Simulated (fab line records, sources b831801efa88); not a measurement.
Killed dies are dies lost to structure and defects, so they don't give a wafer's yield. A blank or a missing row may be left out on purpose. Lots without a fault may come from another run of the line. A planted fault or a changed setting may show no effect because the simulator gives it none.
fab line records | flow sky130
record lots=14 wafers=42 last_day=51
route steps=708 shown SONOS_ONO@172 METAL3@564 VIA3@575 METAL4@598 PAD_OPEN@708
lots that met no fault: from a run of the same line without faults
start_h: hours from the record's first day to the start of the lot's first wafer shown | wait_h: hours since the lot's step before | " the same as in the row above | L1.1+2: a row that stands for several wafers | - no value, or no start given | * or withheld: withheld | < > ~ a bound
route shown NAME@n: a module of which the file shows steps, and the number in the route of the first | usual: mean/standard deviation of fault-free wafers | same: alike in all rows | chamber/n: place in a boat | sites: the reading at each site | _std_site: their standard deviation | _edge_site: outer sites' mean less inner sites' | radius_mm: how far each site lies from the wafer's centre | mask NAME#n: copy n | behind: the tool/chamber that last shaped the wafer | hold: why the lot was held/for how many hours/how that ended | device: the transistor (n, p or np) that didn't switch | end of line: the same wafers' tests at the end of the route | a step without rows: its recipe alone | killed: dies lost to structure and defects at the first sort, not the wafer's yield | map: a wafer's dies, x killed, . not, _ none there
set.NAME: the setting as run; set.NAME@STEP: as run at that earlier step | model.NAME: the simulator's own value behind a step, which no gauge read
steps of the route over a sample of lots; a table a step, a row a wafer
services: from which hour (start_h, from the record's first day; less than 0 if before it) a tool's chamber was out of use, for how many hours, and why
## steps
# step SKY_SONOS_ONO_CVD_04
# recipe material=SiO2 precursor=SiH4/N2O target_thk_nm=5.7199 temp_c=900 pressure_mtorr=400
# usual pressure_mtorr=400.3/0.8 spike_tc_bottom_C=913/3.4
# columns lot.wafer tool chamber start_h wait_h pressure_mtorr spike_tc_bottom_C
L276.1 lpcvd-03 1 242.74 0.1 400.6 910
L276.2 " 1 " " 399.7 911
L276.4 " 1 " " 400.9 908
L277.1 lpcvd-03 0 261.65 0.1 399.8 917
L277.3 " 0 " " 401.5 918
L277.6 " 0 " " 400.8 917
L279.1 lpcvd-03 1 286.19 0.1 401.0 912
L279.4 " 1 " " 401.0 909
L279.5 " 1 " " 401.7 909
L280.2 lpcvd-03 0 286.19 0.0 399.7 918
L280.3 " 0 " " 401.0 917
L280.5 " 0 " " 400.4 917
L281.1 lpcvd-03 1 301.23 0.1 400.0 911
L281.4 " 1 " " 400.4 911
L281.5 " 1 " " 400.5 910
L282.1 lpcvd-03 1 315.66 0.1 400.3 911
L282.4 " 1 " " 400.4 910
L282.6 " 1 " " 401.8 911
L292.3 lpcvd-03 1 377.34 0.0 402.1 912
L292.4 " 1 " " 401.5 911
L292.5 " 1 " " 402.5 910
L293.2 lpcvd-03 1 387.98 0.0 399.5 910
L293.4 " 1 " " 400.2 911
L293.5 " 1 " " 400.0 909
L294.3 lpcvd-03 1 392.94 0.0 399.7 910
L294.4 " 1 " " 399.4 909
L294.6 " 1 " " 399.3 912
L295.1 lpcvd-03 1 400.48 0.1 400.1 909
L295.5 " 1 " " 400.8 909
L295.6 " 1 " " 400.3 912
L296.1 lpcvd-03 1 415.14 0.1 400.9 911
L296.3 " 1 " " 399.9 910
L296.4 " 1 " " 399.8 912
L297.3 lpcvd-03 1 421.05 0.0 401.2 912
L297.4 " 1 " " 400.3 910
L297.5 " 1 " " 401.1 911
L298.1 lpcvd-03 0 430.21 0.1 398.6 918
L298.3 " 0 " " 398.3 917
L298.5 " 0 " " 399.8 918
L299.2 lpcvd-03 1 445.71 0.0 400.6 910
L299.5 " 1 " " 399.1 909
L299.6 " 1 " " 401.2 911
# step SKY_METAL3_OVL_MEAS_14
# usual METAL3_OVL=2/5.5
# columns lot.wafer tool chamber start_h wait_h METAL3_OVL[nm]
L276.1 overlay-01 - 888.48 0.1 -3
L276.2 " - " " 12
L276.4 " - " " 6
L277.1 overlay-02 - 910.92 0.1 8
L277.3 " - " " 2
L277.6 " - " " -4
L280.2 overlay-01 - 930.09 0.1 3
L280.3 " - " " -7
L280.5 " - " " 3
L279.1 overlay-01 - 934.44 0.1 -1
L279.4 " - " " 3
L279.5 " - " " 5
L281.1 overlay-01 - 952.53 0.1 5
L281.4 " - " " 5
L281.5 " - " " 11
L282.1 overlay-01 - 967.70 0.1 1
L282.4 " - " " 7
L282.6 " - " " 2
L292.3 overlay-02 - 1018.91 0.1 -8
L292.4 " - " " -2
L292.5 " - " " -1
L293.2 overlay-02 - 1020.77 0.1 -4
L293.4 " - " " -6
L293.5 " - " " -2
L294.3 overlay-01 - 1023.10 0.1 2
L294.4 " - " " 5
L294.6 " - " " 4
L295.1 overlay-01 - 1035.27 0.1 1
L295.5 " - " " 3
L295.6 " - " " 0
L296.1 overlay-01 - 1044.90 0.1 7
L296.3 " - " " 5
L296.4 " - " " 5
L297.3 overlay-02 - 1045.29 0.1 12
L297.4 " - " " 10
L297.5 " - " " 13
L298.1 overlay-02 - 1049.00 0.1 1
L298.3 " - " " 2
L298.5 " - " " 8
L299.2 overlay-02 - 1061.66 0.1 12
L299.5 " - " " 13
L299.6 " - " " 7
# step SKY_VIA3_CMP_02
# recipe material=SiO2 down_force_psi=4 platen_rpm=60 pad_velocity_m_s=0.94248
# usual motor_current_A=13.0/2.2
# columns lot.wafer tool chamber start_h wait_h motor_current_A
L276.1 cmp-01 1 889.75 0.1 10.0
L276.2 " 2 " " 15.9
L276.4 " 0 " " 9.8
L277.3 cmp-02 1 912.71 0.1 11.2
L277.1 " 2 " " 16.4
L277.6 " 0 " " 13.4
L280.2 cmp-02 2 931.43 0.0 16.6
L280.3 " 1 " " 11.0
L280.5 " 3 " " 12.7
L279.1 cmp-01 0 935.85 0.1 10.8
L279.4 " 1 " " 10.5
L279.5 " 3 " " 13.1
L281.1 cmp-01 3 953.72 0.1 13.2
L281.4 " 1 " " 10.3
L281.5 " 0 " " 10.4
L282.4 cmp-02 3 968.93 0.0 13.2
L282.1 " 1 " " 10.3
L282.6 " 3 " " 12.9
L292.3 cmp-01 1 1020.08 0.0 10.4
L292.4 " 3 " " 13.0
L292.5 " 2 " " 16.2
L293.2 cmp-02 0 1021.95 0.0 13.4
L293.4 " 1 " " 10.9
L293.5 " 1 " " 10.7
L294.3 cmp-01 1 1024.27 0.0 10.3
L294.4 " 3 " " 12.7
L294.6 " 2 " " 16.7
L295.1 cmp-02 1 1036.60 0.2 11.2
L295.5 " 2 " " 15.4
L295.6 " 3 " " 12.9
L296.1 cmp-01 0 1046.11 0.1 10.6
L296.4 " 2 " " 16.1
L296.3 " 3 " " 12.4
L297.4 cmp-02 1 1046.55 0.1 11.1
L297.3 " 2 " " 16.1
L297.5 " 2 " " 15.3
L298.1 cmp-01 1 1050.32 0.1 10.1
L298.3 " 0 " " 10.7
L298.5 " 2 " " 15.6
L299.2 cmp-02 0 1062.83 0.0 13.8
L299.5 " 0 " " 13.8
L299.6 " 1 " " 10.7
# step SKY_METAL4_SPUTTER_00
# recipe material=Ti target_thk_nm=15 power_w=3000 time_s=10 chamber_pressure_pa=0.4
# usual throttle_valve_pct=29.6/1.3
# columns lot.wafer tool chamber start_h wait_h throttle_valve_pct
L276.1 pvd_sputter-01 - 916.72 0.1 30.2
L276.2 " - " " 31.2
L276.4 " - " " 28.4
L277.1 pvd_sputter-03 - 938.34 0.2 27.6
L277.3 " - " " 28.6
L277.6 " - " " 29.0
L280.2 pvd_sputter-01 - 957.49 0.2 30.3
L280.3 " - " " 28.3
L280.5 " - " " 28.3
L279.1 pvd_sputter-03 - 962.14 0.1 31.2
L279.4 " - " " 29.0
L279.5 " - " " 27.7
L281.1 pvd_sputter-01 - 980.15 0.2 28.7
L281.4 " - " " 28.2
L281.5 " - " " 30.5
L282.1 pvd_sputter-01 - 994.27 0.1 30.4
L282.4 " - " " 31.2
L282.6 " - " " 31.2
L292.3 pvd_sputter-04 - 1044.67 0.1 28.9
L292.4 " - " " 30.2
L292.5 " - " " 30.3
L293.2 pvd_sputter-03 - 1046.71 0.1 28.0
L293.4 " - " " 28.9
L293.5 " - " " 30.7
L294.3 pvd_sputter-03 - 1048.69 0.2 30.8
L294.4 " - " " 28.9
L294.6 " - " " 28.8
L295.1 pvd_sputter-03 - 1059.83 0.1 27.7
L295.5 " - " " 30.7
L295.6 " - " " 27.6
L296.1 pvd_sputter-03 - 1069.06 0.2 27.9
L296.3 " - " " 30.7
L296.4 " - " " 31.0
L297.3 pvd_sputter-01 - 1069.53 0.2 31.3
L297.4 " - " " 30.2
L297.5 " - " " 31.3
L298.1 pvd_sputter-03 - 1073.61 0.2 29.0
L298.3 " - " " 31.0
L298.5 " - " " 31.1
L299.2 pvd_sputter-01 - 1086.07 0.2 28.4
L299.5 " - " " 28.4
L299.6 " - " " 31.5
# step SKY_PAD_OPEN_PROBE_99
# usual killed_at_M0_to_M3=44/7.4 killed_at_M4_up=3.2/2 killed_at_contacts=24/5.1 killed_at_front_end=15/4.8 killed_at_other=0.2/0.46 killed_dies=86/10 killed_on_rim=17/3.6 killed_open=47/7.5 killed_short=39/7
# same gross_dies=492 killed_at_back_side=0
# columns lot.wafer tool chamber start_h wait_h hold killed_at_M0_to_M3 killed_at_M4_up killed_at_contacts killed_at_front_end killed_at_other killed_dies killed_on_rim killed_open killed_short
L276.1 prober-01 - 1064.19 0.1 - 40 5 26 17 1 89 20 47 41
L276.2 prober-01 - 1064.24 0.1 - 44 3 20 10 0 77 9 45 31
L276.4 prober-01 - 1064.34 0.2 - 49 3 16 22 0 90 20 58 32
L277.1 prober-02 - 1081.34 0.1 - 44 1 21 17 0 83 22 42 41
L277.3 prober-02 - 1081.44 0.2 - 31 2 35 22 0 90 23 45 45
L277.6 prober-02 - 1081.59 0.2 - 42 3 33 8 0 86 16 53 33
L280.2 prober-02 - 1096.90 0.1 - 50 5 29 11 1 96 20 56 40
L280.3 prober-02 - 1096.95 0.2 - 49 3 19 22 0 93 17 43 50
L280.5 prober-02 - 1097.05 0.2 - 41 5 26 19 0 91 23 47 44
L279.1 prober-01 - 1101.83 0.1 - 26 7 23 11 0 67 14 32 35
L279.4 prober-01 - 1101.98 0.2 - 46 1 23 16 0 86 21 55 31
L279.5 prober-01 - 1102.03 0.2 - 42 3 26 15 0 86 15 45 41
L281.1 prober-02 - 1117.70 0.1 await_dispo/5.7h/release 45 7 22 54 0 128 13 39 41
L281.4 prober-02 - 1117.85 0.2 await_dispo/5.7h/release 53 3 20 53 0 129 16 46 41
L281.5 prober-02 - 1117.90 0.2 await_dispo/5.7h/release 50 8 22 59 1 140 26 45 48
L282.1 prober-01 - 1128.77 0.1 await_dispo/4.9h/release 40 3 20 60 0 123 15 36 38
L282.4 prober-01 - 1128.92 0.2 await_dispo/4.9h/release 40 4 29 53 0 126 19 44 41
L282.6 prober-01 - 1129.02 0.2 await_dispo/4.9h/release 34 3 12 66 0 115 14 37 27
L292.3 prober-02 - 1170.81 0.2 - 42 1 23 8 0 74 21 35 39
L292.4 prober-02 - 1170.86 0.2 - 44 2 22 16 0 84 18 34 50
L292.5 prober-02 - 1170.91 0.2 - 51 3 20 12 0 86 17 48 38
L293.2 prober-02 - 1173.49 0.1 - 36 1 21 10 0 68 12 48 20
L293.4 prober-02 - 1173.59 0.2 - 37 5 29 15 0 86 16 33 53
L293.5 prober-02 - 1173.64 0.2 - 34 1 41 22 0 98 19 57 41
L294.3 prober-01 - 1174.82 0.2 - 57 2 22 12 0 93 15 56 37
L294.4 prober-01 - 1174.87 0.2 - 61 5 27 19 0 112 24 69 43
L294.6 prober-01 - 1174.97 0.2 - 48 3 24 14 0 89 12 51 38
L295.1 prober-02 - 1182.77 0.1 - 51 4 25 11 1 92 19 48 44
L295.5 prober-02 - 1182.97 0.2 - 45 3 23 13 0 84 20 48 36
L295.6 prober-02 - 1183.02 0.2 - 48 0 27 14 0 89 18 50 39
L296.1 prober-01 - 1190.17 0.1 - 37 3 21 13 0 74 20 45 29
L296.3 prober-01 - 1190.27 0.2 - 52 1 14 11 0 78 8 43 35
L296.4 prober-01 - 1190.32 0.2 - 52 2 18 12 0 84 18 43 41
L297.3 prober-02 - 1191.42 0.2 - 46 1 25 25 0 97 19 51 46
L297.4 prober-02 - 1191.47 0.2 - 42 0 22 19 0 83 25 45 38
L297.5 prober-02 - 1191.52 0.2 - 43 3 28 22 0 96 17 46 50
L298.1 prober-01 - 1193.35 0.1 - 57 6 27 11 0 101 21 58 43
L298.3 prober-01 - 1193.45 0.2 - 41 4 35 13 0 93 15 47 46
L298.5 prober-01 - 1193.55 0.2 - 55 2 23 20 0 100 17 52 48
L299.2 prober-02 - 1211.88 0.1 - 58 2 15 14 0 89 17 43 46
L299.5 prober-02 - 1212.03 0.2 - 53 3 27 12 0 95 20 52 43
L299.6 prober-02 - 1212.08 0.2 - 41 3 23 11 1 79 12 50 29
# killed by level:class
L276.1 CONTACT:geometric_particle:open=12 VIA1:geometric_particle:open=12 LI_CONTACT:geometric_particle:short=7 FIELD_ISO:geometric_particle:short=6 VIA1:geometric_particle:short=6 METAL2:geometric_particle:short=6 METAL4:geometric_particle:short=4 POLY_GATE:geometric_particle:short=3
L276.2 VIA1:geometric_particle:open=13 CONTACT:geometric_particle:open=8 VIA2:geometric_particle:open=7 METAL2:geometric_particle:short=6 LI_CONTACT:geometric_particle:open=5 LOCAL_INTERCONNECT:geometric_particle:short=5 VIA3:geometric_particle:open=5 VIA1:geometric_particle:short=4
L276.4 VIA1:geometric_particle:open=12 VIA3:geometric_particle:open=12 POLY_GATE:geometric_particle:open=8 LI_CONTACT:geometric_particle:open=7 VIA2:geometric_particle:open=6 POLY_GATE:geometric_particle:short=4 VIA3:geometric_particle:short=4 FIELD_ISO:geometric_particle:open=3
L277.1 VIA1:geometric_particle:open=13 CONTACT:geometric_particle:open=10 METAL1:geometric_particle:short=8 POLY_GATE:geometric_particle:short=6 VIA3:geometric_particle:open=6 CONTACT:geometric_particle:short=5 VIA1:geometric_particle:short=5 POLY_GATE:geometric_particle:open=4
L277.3 CONTACT:geometric_particle:open=12 FIELD_ISO:geometric_particle:short=8 LI_CONTACT:geometric_particle:open=8 POLY_GATE:geometric_particle:short=6 VIA1:geometric_particle:open=6 LOCAL_INTERCONNECT:geometric_particle:short=5 CONTACT:geometric_particle:short=5 POLY_GATE:geometric_particle:open=4
L277.6 CONTACT:geometric_particle:open=13 VIA1:geometric_particle:open=11 LI_CONTACT:geometric_particle:open=9 VIA3:geometric_particle:open=6 VIA2:geometric_particle:open=5 LOCAL_INTERCONNECT:geometric_particle:short=4 CONTACT:geometric_particle:short=4 VIA1:geometric_particle:short=4
L280.2 CONTACT:geometric_particle:open=15 VIA2:geometric_particle:open=10 VIA1:geometric_particle:short=8 VIA1:geometric_particle:open=8 METAL1:geometric_particle:short=7 LI_CONTACT:geometric_particle:open=6 VIA3:geometric_particle:open=6 METAL2:geometric_particle:short=5
L280.3 VIA1:geometric_particle:short=11 CONTACT:geometric_particle:open=8 VIA1:geometric_particle:open=7 VIA3:geometric_particle:open=6 POLY_GATE:geometric_particle:open=6 SPACER:geometric_particle:short=6 METAL1:geometric_particle:short=5 VIA2:geometric_particle:short=5
L280.5 CONTACT:geometric_particle:open=9 VIA1:geometric_particle:open=8 METAL1:geometric_particle:short=8 VIA2:geometric_particle:open=7 VIA3:geometric_particle:open=7 LOCAL_INTERCONNECT:geometric_particle:short=6 METAL2:geometric_particle:short=5 POLY_CUT:geometric_particle:short=4
L279.1 LI_CONTACT:geometric_particle:open=7 CONTACT:geometric_particle:short=5 METAL1:geometric_particle:short=5 METAL4:geometric_particle:short=5 POLY_GATE:geometric_particle:open=4 LOCAL_INTERCONNECT:geometric_particle:short=4 CONTACT:geometric_particle:open=4 VIA1:geometric_particle:open=4
L279.4 VIA2:geometric_particle:open=10 CONTACT:geometric_particle:open=9 LI_CONTACT:geometric_particle:open=8 METAL1:geometric_particle:short=7 VIA1:geometric_particle:open=6 VIA3:geometric_particle:open=6 METAL1:geometric_particle:open=5 VIA1:geometric_particle:short=5
L279.5 CONTACT:geometric_particle:open=12 VIA2:geometric_particle:open=11 POLY_GATE:geometric_particle:short=7 VIA1:geometric_particle:open=7 METAL2:geometric_particle:short=6 CONTACT:geometric_particle:short=5 VIA1:geometric_particle:short=5 POLY_GATE:geometric_particle:open=4
L281.1 SONOS_ONO:unspecified=48 CONTACT:geometric_particle:open=10 VIA2:geometric_particle:open=9 VIA1:geometric_particle:open=8 LOCAL_INTERCONNECT:geometric_particle:short=7 METAL4:geometric_particle:short=7 VIA1:geometric_particle:short=6 METAL2:geometric_particle:short=5
L281.4 SONOS_ONO:unspecified=41 VIA1:geometric_particle:open=11 VIA3:geometric_particle:open=11 VIA2:geometric_particle:open=8 LOCAL_INTERCONNECT:geometric_particle:short=6 CONTACT:geometric_particle:open=6 VIA2:geometric_particle:short=5 METAL2:geometric_particle:short=4
L281.5 SONOS_ONO:unspecified=47 VIA1:geometric_particle:open=13 VIA2:geometric_particle:open=10 METAL4:geometric_particle:short=8 CONTACT:geometric_particle:open=7 METAL2:geometric_particle:short=6 LI_CONTACT:geometric_particle:open=5 METAL1:geometric_particle:short=5
L282.1 SONOS_ONO:unspecified=49 CONTACT:geometric_particle:open=10 METAL2:geometric_particle:short=9 VIA1:geometric_particle:open=8 VIA3:geometric_particle:open=6 POLY_GATE:geometric_particle:short=4 VIA1:geometric_particle:short=4 FIELD_ISO:geometric_particle:short=3
L282.4 SONOS_ONO:unspecified=41 CONTACT:geometric_particle:open=10 LI_CONTACT:geometric_particle:open=8 VIA1:geometric_particle:open=6 CONTACT:geometric_particle:short=6 VIA2:geometric_particle:open=6 METAL2:geometric_particle:short=6 VIA3:geometric_particle:open=5
L282.6 SONOS_ONO:unspecified=51 VIA1:geometric_particle:open=8 CONTACT:geometric_particle:open=6 FIELD_ISO:geometric_particle:short=5 METAL1:geometric_particle:short=5 VIA2:geometric_particle:open=5 METAL3:geometric_particle:short=5 POLY_GATE:geometric_particle:open=4
L292.3 CONTACT:geometric_particle:open=9 CONTACT:geometric_particle:short=8 VIA1:geometric_particle:open=8 METAL2:geometric_particle:short=7 VIA2:geometric_particle:open=5 VIA2:geometric_particle:short=5 METAL3:geometric_particle:short=4 FIELD_ISO:geometric_particle:short=3
L292.4 VIA2:geometric_particle:open=9 METAL2:geometric_particle:short=8 LOCAL_INTERCONNECT:geometric_particle:short=7 CONTACT:geometric_particle:short=6 FIELD_ISO:geometric_particle:short=5 METAL1:geometric_particle:short=5 VIA1:geometric_particle:open=5 LI_CONTACT:geometric_particle:open=4
L292.5 VIA1:geometric_particle:open=13 VIA2:geometric_particle:open=7 VIA2:geometric_particle:short=6 CONTACT:geometric_particle:open=6 LI_CONTACT:geometric_particle:short=5 METAL1:geometric_particle:short=5 LI_CONTACT:geometric_particle:open=4 VIA3:geometric_particle:open=4
L293.2 CONTACT:geometric_particle:open=9 VIA1:geometric_particle:open=9 LI_CONTACT:geometric_particle:open=8 VIA3:geometric_particle:open=7 VIA2:geometric_particle:open=6 METAL2:geometric_particle:short=4 VIA1:geometric_particle:short=4 POLY_GATE:geometric_particle:open=3
L293.4 LOCAL_INTERCONNECT:geometric_particle:short=9 VIA2:geometric_particle:open=7 CONTACT:geometric_particle:open=7 POLY_GATE:geometric_particle:short=6 VIA1:geometric_particle:short=6 LI_CONTACT:geometric_particle:open=6 METAL1:geometric_particle:short=6 FIELD_ISO:geometric_particle:short=5
L293.5 CONTACT:geometric_particle:open=15 LI_CONTACT:geometric_particle:open=9 CONTACT:geometric_particle:short=9 VIA1:geometric_particle:open=8 FIELD_ISO:geometric_particle:open=7 POLY_GATE:geometric_particle:open=5 LOCAL_INTERCONNECT:geometric_particle:short=5 METAL2:geometric_particle:short=5
L294.3 VIA1:geometric_particle:open=14 CONTACT:geometric_particle:open=10 VIA3:geometric_particle:open=7 LI_CONTACT:geometric_particle:open=6 METAL1:geometric_particle:short=6 VIA2:geometric_particle:open=6 METAL2:geometric_particle:short=5 METAL3:geometric_particle:short=5
L294.4 VIA1:geometric_particle:open=23 CONTACT:geometric_particle:open=11 VIA2:geometric_particle:open=10 METAL2:geometric_particle:short=7 VIA3:geometric_particle:open=6 LI_CONTACT:geometric_particle:open=5 METAL4:geometric_particle:short=5 POLY_GATE:geometric_particle:open=4
L294.6 VIA1:geometric_particle:open=16 LI_CONTACT:geometric_particle:open=8 CONTACT:geometric_particle:open=8 VIA2:geometric_particle:open=7 VIA1:geometric_particle:short=7 METAL2:geometric_particle:short=4 FIELD_ISO:geometric_particle:open=3 POLY_GATE:geometric_particle:short=3
L295.1 VIA1:geometric_particle:open=11 CONTACT:geometric_particle:open=10 VIA1:geometric_particle:short=8 LOCAL_INTERCONNECT:geometric_particle:short=7 METAL2:geometric_particle:short=7 POLY_GATE:geometric_particle:open=6 VIA2:geometric_particle:open=6 VIA3:geometric_particle:open=6
L295.5 VIA1:geometric_particle:open=11 LI_CONTACT:geometric_particle:open=9 CONTACT:geometric_particle:open=8 VIA2:geometric_particle:open=7 METAL1:geometric_particle:short=6 POLY_GATE:geometric_particle:short=5 METAL2:geometric_particle:short=5 VIA3:geometric_particle:open=5
L295.6 VIA1:geometric_particle:open=13 CONTACT:geometric_particle:open=11 METAL2:geometric_particle:short=6 METAL3:geometric_particle:short=6 LI_CONTACT:geometric_particle:open=5 LI_CONTACT:geometric_particle:short=5 VIA2:geometric_particle:open=5 VIA3:geometric_particle:open=5
L296.1 VIA1:geometric_particle:open=11 LI_CONTACT:geometric_particle:open=7 CONTACT:geometric_particle:open=7 VIA3:geometric_particle:open=5 VIA1:geometric_particle:short=5 CONTACT:geometric_particle:short=4 FIELD_ISO:geometric_particle:open=3 METAL1:geometric_particle:short=3
L296.3 VIA1:geometric_particle:open=11 VIA3:geometric_particle:open=10 VIA1:geometric_particle:short=6 METAL1:geometric_particle:short=5 METAL3:geometric_particle:short=5 CONTACT:geometric_particle:open=5 FIELD_ISO:geometric_particle:open=4 LI_CONTACT:geometric_particle:open=4
L296.4 VIA3:geometric_particle:open=10 METAL1:geometric_particle:short=8 CONTACT:geometric_particle:open=7 VIA1:geometric_particle:short=7 VIA1:geometric_particle:open=6 VIA3:geometric_particle:short=6 LI_CONTACT:geometric_particle:open=5 VIA2:geometric_particle:open=5
L297.3 CONTACT:geometric_particle:open=14 VIA1:geometric_particle:open=9 VIA3:geometric_particle:open=9 METAL1:geometric_particle:short=8 METAL2:geometric_particle:short=7 FIELD_ISO:geometric_particle:short=5 FIELD_ISO:geometric_particle:open=5 POLY_GATE:geometric_particle:short=5
L297.4 VIA1:geometric_particle:open=12 CONTACT:geometric_particle:open=7 FIELD_ISO:geometric_particle:short=5 METAL1:geometric_particle:short=5 LI_CONTACT:geometric_particle:open=5 METAL2:geometric_particle:short=5 VIA2:geometric_particle:open=5 FIELD_ISO:geometric_particle:open=4
L297.5 FIELD_ISO:geometric_particle:short=9 LOCAL_INTERCONNECT:geometric_particle:short=9 CONTACT:geometric_particle:open=9 VIA1:geometric_particle:open=8 METAL3:geometric_particle:short=7 CONTACT:geometric_particle:short=6 FIELD_ISO:geometric_particle:open=5 VIA3:geometric_particle:open=5
L298.1 VIA1:geometric_particle:open=12 VIA2:geometric_particle:open=10 CONTACT:geometric_particle:open=8 LI_CONTACT:geometric_particle:open=7 VIA3:geometric_particle:open=7 METAL1:geometric_particle:short=6 VIA2:geometric_particle:short=6 POLY_GATE:geometric_particle:open=5
L298.3 CONTACT:geometric_particle:open=12 VIA1:geometric_particle:open=9 METAL1:geometric_particle:short=7 LI_CONTACT:geometric_particle:short=6 LI_CONTACT:geometric_particle:open=6 LOCAL_INTERCONNECT:geometric_particle:short=5 METAL2:geometric_particle:short=5 VIA2:geometric_particle:short=4
L298.5 VIA1:geometric_particle:open=13 VIA1:geometric_particle:short=9 CONTACT:geometric_particle:open=7 VIA2:geometric_particle:open=7 LOCAL_INTERCONNECT:geometric_particle:short=6 POLY_GATE:geometric_particle:open=5 POLY_GATE:geometric_particle:short=5 METAL1:geometric_particle:short=5
L299.2 VIA1:geometric_particle:open=12 METAL1:geometric_particle:short=10 VIA3:geometric_particle:open=9 CONTACT:geometric_particle:open=7 VIA1:geometric_particle:short=7 METAL2:geometric_particle:short=6 CONTACT:geometric_particle:short=4 VIA3:geometric_particle:short=4
L299.5 CONTACT:geometric_particle:open=11 VIA2:geometric_particle:open=11 VIA1:geometric_particle:open=10 VIA1:geometric_particle:short=10 CONTACT:geometric_particle:short=8 METAL2:geometric_particle:short=6 FIELD_ISO:geometric_particle:short=5 FIELD_ISO:geometric_particle:open=5
L299.6 CONTACT:geometric_particle:open=12 VIA2:geometric_particle:open=9 LI_CONTACT:geometric_particle:open=7 VIA1:geometric_particle:open=6 METAL2:geometric_particle:short=5 METAL1:geometric_particle:short=4 FIELD_ISO:geometric_particle:open=3 POLY_GATE:geometric_particle:open=3
## services
# columns tool chamber start_h hours kind
cmp-01 - 227.66 0.4 repair
cmp-01 - 232.00 4.0 pm
cmp-02 - 247.16 4.3 repair
lpcvd-03 - 252.37 0.5 repair
cmp-01 - 273.67 1.0 repair
cmp-02 - 307.81 1.2 repair
cmp-02 - 318.07 4.7 pm
cmp-02 - 331.65 0.3 repair
cmp-01 - 345.10 0.3 repair
cmp-01 - 361.36 5.6 pm
cmp-02 - 404.00 4.0 pm
cmp-02 - 465.17 7.8 pm
cmp-01 - 473.13 0.4 repair
cmp-01 - 484.54 0.3 repair
cmp-01 - 494.29 0.3 repair
cmp-02 - 545.39 2.9 repair
cmp-01 - 572.00 4.0 pm
cmp-01 - 572.20 1.6 repair
cmp-01 - 572.60 1.2 repair
cmp-02 - 623.17 2.9 repair
cmp-02 - 631.37 1.2 repair
lpcvd-03 - 635.54 0.7 repair
lpcvd-03 - 751.64 1.1 repair
lpcvd-03 - 901.00 0.9 repair
## key
first_sign step=SKY_PAD_OPEN_PROBE_99 reading=killed_at_front_end direction=up sigmas=8.8 usual=15 struck=58
effect step=SKY_PAD_OPEN_PROBE_99 reading=killed_dies direction=up sigmas=4 usual=86 struck=127
met_at SKY_SONOS_ONO_CVD_04
struck_lots L281,L282
tester_left_out L281,L282
not_acting_at SKY_METAL3_OVL_MEAS_14,SKY_VIA3_CMP_02,SKY_METAL4_SPUTTER_00
onset_between 286.19 301.23
fault kind=chamber_particle_source tool=lpcvd-03 chamber=- onset_h=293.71 steps=SKY_SONOS_ONO_CVD_04 rate_per_visit_cm2=0.66124 end_h=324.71
# tester_left_out: of these lots the tester's yield and bins aren't shown, on N5 and GAA mostly nor the transistor test; their killed dies are dies lost to structure and defects alone, not to doping, threshold or leakage, so they don't give the yield
